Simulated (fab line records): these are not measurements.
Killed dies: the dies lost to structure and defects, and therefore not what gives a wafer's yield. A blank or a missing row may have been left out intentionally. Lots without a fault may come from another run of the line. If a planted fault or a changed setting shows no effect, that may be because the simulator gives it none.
The tool behind it: which one? / flow sky130 / 12 lots, 36 wafers sampled, at 1 step of a route of 708

## WHAT THE GAUGES READ, wafer by wafer
SKY_LOCAL_INTERCONNECT_OVL_MEAS_12.
lot=L077; measured=day 30 20:52; on=overlay-02; LOCAL_INTERCONNECT_OVL (nm)=11 -1 6
lot=L076; measured=day 31 01:59; on=overlay-02; LOCAL_INTERCONNECT_OVL (nm)=7 9 11
lot=L079; measured=day 31 09:55; on=overlay-02; LOCAL_INTERCONNECT_OVL (nm)=3 5 -1
lot=L081; measured=day 32 18:32; on=overlay-02; LOCAL_INTERCONNECT_OVL (nm)=4 1 -4
lot=L083; measured=day 33 02:48; on=overlay-02; LOCAL_INTERCONNECT_OVL (nm)=10 4 5
lot=L085; measured=day 34 11:40; on=overlay-02; LOCAL_INTERCONNECT_OVL (nm)=-4 5 -9
lot=L087; measured=day 34 15:37; on=overlay-02; LOCAL_INTERCONNECT_OVL (nm)=8 7 4
lot=L089; measured=day 35 02:32; on=overlay-01; LOCAL_INTERCONNECT_OVL (nm)=-3 -4 3
lot=L091; measured=day 35 17:42; on=overlay-01; LOCAL_INTERCONNECT_OVL (nm)=2 -4 6
lot=L093; measured=day 36 05:52; on=overlay-01; LOCAL_INTERCONNECT_OVL (nm)=-11 -16 -7
lot=L095; measured=day 36 23:57; on=overlay-02; LOCAL_INTERCONNECT_OVL (nm)=3 6 3
lot=L097; measured=day 37 21:41; on=overlay-02; LOCAL_INTERCONNECT_OVL (nm)=-2 1 1

## WHICH TOOL RAN EACH LOT (tool, then ch and the chambers of the sampled wafers, then the start)
No process step before these readings appears in the record.

## THE ANSWER, worked out from the rows above alone
Rule: the lots themselves supply what counts as usual. Put in order of their means at a reading, lots are off if they are a third of the lots or fewer, leave a main group of 4 or more, and stand apart from it by a gap of 3 or more times the standard deviation of the main group's means; of several such gaps the widest counts. The tables above print the reading to a certain number of digits; a main group whose means all agree to those digits is not used. A lot without any number at a reading at which 4 lots or more have one is off too. Where the step has rows for the other lots, those lots are counted as sound.
Nothing can be told from this: no lot is off at any reading shown.

## WHAT THE SIMULATOR HAD PUT IN
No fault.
